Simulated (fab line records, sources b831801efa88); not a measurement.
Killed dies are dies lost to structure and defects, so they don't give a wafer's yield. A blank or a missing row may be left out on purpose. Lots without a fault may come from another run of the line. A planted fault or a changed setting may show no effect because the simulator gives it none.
Split-lot experiment | flow sky130 | 5 lots, 23 wafers read, on a route of 708 steps

THE SPLIT
At SKY_VT_ADJUST_HVTP_DEVELOP_06 (develop time 60 s), the setting develop_time_s was moved away from the recipe's 60 s on 5 of the 23 wafers read, by -10.9% to +11.1%. The other wafers ran this setting at the recipe's value.

The file shows no step between the split and the reading.

THE READING
cd_nm, in nm, at SKY_VT_ADJUST_HVTP_CD_MEAS_07 (target cd 380 nm). Fault-free wafers of this fab line usually give 380.1 nm, standard deviation 2.2 nm.

wafer  | tool, chamber at the split | develop_time_s as run, s | against the recipe | cd_nm, nm | against lot-mates on the recipe
L076.1 | litho_track-03, 0          | 53.45                    | -10.9%             | 370.4     | -9.3
L076.2 | litho_track-03, 0          | 53.45                    | -10.9%             | 368.7     | -11.0
L076.3 | litho_track-03, 0          | 60                       | recipe             | 379.1     | -
L076.4 | litho_track-03, 0          | 60                       | recipe             | 381.3     | -
L076.5 | litho_track-03, 0          | 60                       | recipe             | 378.8     | -
L078.2 | litho_track-01, 0          | 60                       | recipe             | 379.2     | -
L078.5 | litho_track-01, 0          | 60                       | recipe             | 383.2     | -
L078.6 | litho_track-01, 0          | 60                       | recipe             | 380.8     | -
L079.2 | litho_track-02, 0          | 60                       | recipe             | 383.4     | -
L079.3 | litho_track-02, 0          | 60                       | recipe             | 382.9     | -
L079.4 | litho_track-02, 0          | 60                       | recipe             | 384.0     | -
L079.5 | litho_track-02, 0          | 60                       | recipe             | 384.9     | -
L079.6 | litho_track-02, 0          | 60                       | recipe             | 383.9     | -
L080.1 | litho_track-03, 0          | 66.64                    | +11.1%             | 387.3     | +11.4
L080.2 | litho_track-03, 0          | 66.64                    | +11.1%             | 385.7     | +9.8
L080.3 | litho_track-03, 0          | 66.64                    | +11.1%             | 386.4     | +10.5
L080.4 | litho_track-03, 0          | 60                       | recipe             | 376.5     | -
L080.5 | litho_track-03, 0          | 60                       | recipe             | 375.2     | -
L085.1 | litho_track-03, 0          | 60                       | recipe             | 379.8     | -
L085.2 | litho_track-03, 0          | 60                       | recipe             | 379.6     | -
L085.3 | litho_track-03, 0          | 60                       | recipe             | 380.4     | -
L085.5 | litho_track-03, 0          | 60                       | recipe             | 379.3     | -
L085.6 | litho_track-03, 0          | 60                       | recipe             | 381.4     | -

THE FIT
A straight line over all 23 wafers: cd_nm changes by +0.728 nm for each +1% of develop_time_s; r = +0.82; the points scatter about the line by 2.7 nm.
The same after taking each lot's own level away (the mean of its wafers on the recipe; 23 wafers): +0.948 nm for each +1%; r = +0.98; scatter 0.99 nm.
On that fit, the largest move of develop_time_s shifts the reading by 10 nm.
The lots' own levels span 375.85 to 383.82 nm, that is 3.6 times the standard deviation above.
So the lot-to-lot level changes the slope: the two fits differ.
Check: with one of the wafers moved furthest among these (+11.1%) left out of the fit, the line predicts +10.2 nm for it against its lot-mates. It came out at +11.4 nm against them.

OTHER SPLITS ON THESE WAFERS
These wafers also went through other splits before the reading. Each is held against what the fit with the lots' levels taken away leaves over:
other split on the same wafers       | wafers away from the commonest value | r with cd_nm (lot level and that fit taken away)
SKY_FIELD_ISO_OXIDATION_01 ox_time_s | 15                                   | +0.03
SKY_FIELD_ISO_EXPOSE_10 dose_mj      | 5                                    | +0.01
SKY_FIELD_ISO_ETCH_14 bias_w         | 10                                   | -0.08
SKY_FIELD_ISO_OXIDATION_22 temp_c    | 10                                   | +0.01
SKY_DNWELL_COAT_02 spin_rpm          | 8                                    | -0.06
SKY_NWELL_COAT_05 spin_rpm           | 12                                   | +0.22
SKY_NWELL_IMPLANT_24 energy_kev      | 7                                    | -0.12

THE FILE'S OWN FIT
cd_nm changes by +0.946 nm for each +1% of develop_time_s, r = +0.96.
